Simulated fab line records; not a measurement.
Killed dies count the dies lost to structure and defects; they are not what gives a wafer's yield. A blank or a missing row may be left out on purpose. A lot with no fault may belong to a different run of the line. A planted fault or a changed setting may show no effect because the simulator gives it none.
Which tool is to blame? | flow gf180mcu | Sampling: 6 lots, 18 wafers, 3 of 602 route steps

== WHAT EACH GAUGE READ, for each wafer ==
GF_SAB_THK_MEAS_01.
lot  | measured     | on            | SAB_CVD_00_THK (nm)
L963 | day 14 13:16 | film metro-04 | 50.4 51.1 51.2
L965 | day 15 08:55 | film metro-03 | 50.4 49.8 50.3
L967 | day 16 05:09 | film metro-02 | 49.5 50.3 51.0
L981 | day 20 21:23 | film metro-04 | 49.6 51.1 51.1
L984 | day 22 01:02 | film metro-04 | 49.4 49.8 49.8

== TOOL THAT RAN EACH LOT (tool first, then ch and the chambers of the sampled wafers, then the start) ==
lot  | GF_HV_LDD_ETCHBACK_58              | GF_SAB_CVD_00
L963 | rie diel-01 ch 0,3, day 12 18:46   | pecvd-01 ch 0,2, day 14 13:15
L965 | rie diel-04 ch 0,2,3, day 13 13:19 | pecvd-04 ch 0,1,2, day 15 08:48
L967 | rie diel-04 ch 0,1,3, day 14 07:53 | pecvd-04 ch 1,2, day 16 05:07
L975 | rie diel-02 ch 1,2,3, day 16 22:19 | -
L981 | rie diel-04 ch 0,2,3, day 18 19:07 | pecvd-04 ch 1,2, day 20 21:20
L984 | rie diel-01 ch 0,2,3, day 20 01:14 | pecvd-01 ch 1,2, day 22 01:00
- GF_HV_LDD_ETCHBACK_58: etches Si3N4 in CH3F/O2, stops on SiO2, time 100 s, target depth 90 nm.
- GF_SAB_CVD_00: deposits SiO2 from TEOS, target thk 50 nm, time 4.9302 s.

== THE ANSWER, worked out from the rows above alone ==
Rule: the usual values come from the lots themselves. Put in order of their means at a reading, lots are off if they are a third of the lots or fewer, leave a main group of 4 or more, and stand apart from it by a gap of 3 or more times the standard deviation of the main group's means; of several such gaps the widest counts. If all means in a main group match to the digits the tables above print for the reading, that group is not used. Also off: a lot with no number at a reading for which 4 or more lots have one. All remaining lots with rows at the step are treated as sound.
No lot is off on any of the readings shown, so nothing can be concluded from this.

== WHAT THE SIMULATOR HAD INSERTED ==
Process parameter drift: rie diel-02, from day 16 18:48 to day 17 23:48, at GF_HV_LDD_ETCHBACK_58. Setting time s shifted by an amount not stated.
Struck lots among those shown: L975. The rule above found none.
